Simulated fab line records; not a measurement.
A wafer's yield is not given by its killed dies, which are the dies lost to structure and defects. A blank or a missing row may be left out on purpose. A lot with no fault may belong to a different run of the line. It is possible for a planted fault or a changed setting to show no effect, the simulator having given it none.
Comparing a struck lot with a sound one	flow sky130	15 steps out of a route of 708
Sound: these wafers, L759.1, L759.2, L759.6. The struck wafers were L781.1, L781.4, L781.6. The cause is given at the end.
Order at every step that has rows: each side's tool, ch and its chambers, its first start. Under that, the readings that differ: sound wafers	struck wafers	difference of the means	sigmas: that difference in standard deviations of wafers without a fault.
alike: same words and numbers on both sides, and readings whose means sit less than 2 such deviations apart. not compared: any withheld reading, any reading some wafer has no value for, any bound like >300 that may hide the same value, and any number with overlapping values for which the record gives no deviation.
The two part at a step that has a row with sigmas, a row that says differs or no value, or rows on one side only. Numbers that have no deviation but don't overlap get no sigmas and don't part them. Lack of a reading on every wafer of one side parts them only where that side has two or more wafers.

first, 6 steps without rows for these wafers: SKY_GATE_OXIDE_HMDS_04 (prime time 60 s); SKY_GATE_OXIDE_COAT_05 (resist thk 1140 nm); SKY_GATE_OXIDE_SOFTBAKE_06 (time 60 s); SKY_GATE_OXIDE_EXPOSE_07 (exposes mask LVOM, target cd 600 nm); SKY_GATE_OXIDE_PEB_08; SKY_GATE_OXIDE_DEVELOP_09 (develop time 60 s).
SKY_GATE_OXIDE_OVL_MEAS_10:
  sound: overlay-02 at day 13 15:04; struck: overlay-02 at day 21 17:56
  alike: GATE_OXIDE_OVL
then, 2 steps without rows for these wafers: SKY_GATE_OXIDE_IMPLANT_11; SKY_GATE_OXIDE_WET_ETCH_12 (etches SiO2 in dHF, target depth 16.8 nm, time 336 s).
SKY_GATE_OXIDE_STRIP_13: strips in O2/N2.
  sound on plasmaAsher-02 ch 0,1, day 13 15:22; struck on plasmaAsher-03 ch 0,1, day 21 18:13
  alike: drypumpMotorCurrentA, oesProductAu, stripTimeToEndpointS
  not compared: rfHoursCounterH
SKY_GATE_OXIDE_TW_MEAS_14:
  sound: filmMetro-02 at day 13 15:28; struck: filmMetro-02 at day 21 18:19
  alike: GATE_OXIDE_TW
then, 1 step without rows for these wafers: SKY_GATE_OXIDE_CLEAN_15 (cleans in SC1/SC2, time 150 s).
SKY_GATE_OXIDE_OXIDATION_16: stabilise 600 s, purge 300 s, target thk 3.57 nm.
  sound on furnace-02 ch 0, day 13 15:35; struck on furnace-01 ch 0, day 21 18:26
reading	sound	struck	difference	sigmas
spikeTcUpperC (C)	799.8 799.6 800.6	803.5 803.2 804.3	+3.7	+2
model.SiO2_of_GATE_OXIDE_OXIDATION_01.thkNm (nm)	11.56 11.57 11.64	12.05 12.16 12.18	+0.54	
then, 1 step without rows for these wafers: SKY_POLY_GATE_CVD_00 (deposits poly-Si, target thk 180 nm, time 720 s).
-- a jump in the record: the struck wafers' starts before and after are 29 days apart (it breaks off in module POLY_GATE and resumes in module PAD_OPEN, where the first step shown is number 708 of the route) --
SKY_PAD_OPEN_PROBE_99:
  sound: prober-02 at day 45 15:35; struck: prober-02 at day 50 19:33
reading	sound	struck	difference	sigmas
model.etest.nfet_16v.rOnOhmUm	1.381e+04 1.378e+04 1.381e+04	1.465e+04 1.473e+04 1.483e+04	+9.367e+02	
model.etest.pfet_16v.rOnOhmUm	1.532e+04 1.534e+04 1.526e+04	1.56e+04 1.58e+04 1.606e+04	+5.13e+02	
model.etest.pfetG5v0d10v5.rOnOhmUm	4713 4726 4820	5172 5212 5210	+445	
model.etest.pfet_01v8.rOnOhmUm	2962 2945 2965	3240 3136 3156	+220	
model.etest.tipSonos.rsOhmSq	2638 2660 2666	2811 2796 2840	+161	
model.etest.nfetG5v0d10v5.rOnOhmUm	1904 1881 1898	2038 2022 2016	+131	
model.etest.nfet_01v8.rOnOhmUm	855.7 830.6 873	971.9 946.4 946.5	+101.8	
model.etest.nfet_01v8_lvt.driveUaUm	568.1 571.7 554.5	501.9 510.1 506.6	-58.6	
  alike: killed_at_M0_to_M3, killed_at_M4_up, killedAtContacts, killedAtFrontEnd, killedAtOther, killedDies, killedOpen, killedShort

WHERE THEY PART
SKY_GATE_OXIDE_OXIDATION_16 only, going by this record. Later steps at which nothing parts them and some readings are alike: SKY_PAD_OPEN_PROBE_99.

WHY: the cause the simulator had injected
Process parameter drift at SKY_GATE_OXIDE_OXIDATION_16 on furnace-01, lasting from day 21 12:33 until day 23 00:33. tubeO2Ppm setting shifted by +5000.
